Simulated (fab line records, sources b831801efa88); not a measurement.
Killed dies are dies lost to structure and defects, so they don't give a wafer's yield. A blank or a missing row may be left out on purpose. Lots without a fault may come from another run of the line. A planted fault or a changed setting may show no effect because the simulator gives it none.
Chamber matching | flow sfq_line | SFQ_TRILAYER_I0_CMP_CMP_028 on cmp-02: 4 sister chambers
The step polishes SiO2. 14 wafers are shown with their chamber, then 7 later ones without.

WAFERS WITH THEIR CHAMBER
wafer  | chamber | motor_current_A (A) | time_to_endpoint_s (s)
L504.2 | 1       | 10.7                | 199
L504.3 | 3       | 10.3                | 201
L504.4 | 0       | 10.2                | 218
L508.1 | 0       | 10.3                | 214
L508.5 | 3       | 10.4                | 216
L508.6 | 0       | 10.3                | 229
L509.2 | 2       | 9.3                 | 219
L509.4 | 3       | 10.5                | 216
L509.3 | 1       | 11.0                | 218
L510.2 | 2       | 9.7                 | 209
L510.5 | 0       | 10.4                | 213
L510.6 | 3       | 11.0                | 219
L516.2 | 1       | 11.5                | 206
L516.3 | 0       | 10.0                | 224

SIGNATURES (means of the wafers above)
reading            | chamber 0 | chamber 1 | chamber 2 | chamber 3 | scatter within a chamber
motor_current_A    | 10.240    | 11.067    | 9.500     | 10.550    | 0.281
time_to_endpoint_s | 219.60    | 207.67    | 214.00    | 213.00    | 7.86
Rule: a wafer's distance from a chamber is the root of the sum, over the readings, of the square of ((its reading less the chamber's mean) divided by the reading's scatter). The wafer belongs to the nearest chamber; if the next one is less than 2 further off, it can't be placed. The scatter: the root of (the sum of the squares of (reading less its chamber's mean) over the shown wafers, divided by (wafers less chambers)).

WAFERS WITHOUT THEIR CHAMBER
wafer  | motor_current_A (A) | time_to_endpoint_s (s)
L516.4 | 10.1                | 221
L524.1 | 10.1                | 214
L524.5 | 8.6                 | 219
L524.6 | 10.8                | 198
L525.1 | 9.4                 | 210
L525.4 | 10.0                | 206
L525.5 | 9.0                 | 213

WHICH CHAMBER EACH WENT THROUGH
wafer  | from the rows above               | in truth
L516.4 | can't be placed: 0 or 3 or 2      | 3
L524.1 | can't be placed: 0 or 3 or 2      | 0
L524.5 | 2                                 | 2
L524.6 | can't be placed: 1 or 3 or 0      | 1
L525.1 | 2                                 | 2
L525.4 | can't be placed: 0 or 2 or 3 or 1 | 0
L525.5 | 2                                 | 2
Placed correctly: 3 of 7. Can't be placed from these rows: 4 (the true chamber is among the candidates in 4). Placed wrongly: 0.
